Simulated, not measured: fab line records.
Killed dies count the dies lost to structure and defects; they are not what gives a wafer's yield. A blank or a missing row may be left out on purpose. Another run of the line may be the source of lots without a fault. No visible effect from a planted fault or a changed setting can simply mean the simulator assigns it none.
Chamber matching    flow sky130    SKY_LI_CONTACT_CMP_24 on cmp-02: 4 sister chambers
The step polishes, stops on PSG, t overpolish 20 s, target thk 0 nm. 8 wafers are shown with their chamber, then 9 later ones without.

## WAFERS, EACH WITH ITS CHAMBER
wafer   chamber  motor_current_A (A)  time_to_endpoint_s (s)
L422.5  3        11.7                 97
L425.1  2        10.5                 98
L425.5  1        11.6                 92
L434.1  1        11.5                 95
L434.4  3        11.4                 95
L435.2  2        10.5                 99
L435.4  0        11.8                 95
L435.5  0        12.8                 95

## WAFERS WITH NO CHAMBER GIVEN
wafer   motor_current_A (A)  time_to_endpoint_s (s)
L438.1  10.0                 105
L438.5  10.1                 103
L438.6  11.4                 104
L437.1  10.3                 103
L437.2  12.5                 93
L437.3  11.3                 97
L441.2  10.7                 103
L441.3  12.5                 99
L441.5  12.2                 97

## WHICH CHAMBER EACH WENT THROUGH
wafer   from the rows above           in truth
L438.1  2                             2
L438.5  2                             2
L438.6  can't be placed: 2 or 3       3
L437.1  2                             2
L437.2  can't be placed: 0 or 1 or 3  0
L437.3  can't be placed: 3 or 2 or 1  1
L441.2  2                             2
L441.3  can't be placed: 0 or 3 or 1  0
L441.5  can't be placed: 0 or 3 or 1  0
Correct placement for 4 of the 9. From these rows, 5 cannot be placed; in 5 the true chamber is one of the candidates. 0 placed wrongly.
How it was worked out, from the rows above alone: a wafer's distance from a chamber is the root of the sum, over the readings, of the square of ((its reading less the chamber's mean) divided by the reading's scatter). If the next closest chamber is less than 2 further off than the closest, the wafer can't be placed; otherwise it belongs to the closest. The mean given for a chamber averages the wafers shown for that chamber. How the scatter is found: for the shown wafers, subtract from each reading the mean of its chamber, square and add these, divide the total by (wafers less chambers), then take the root.
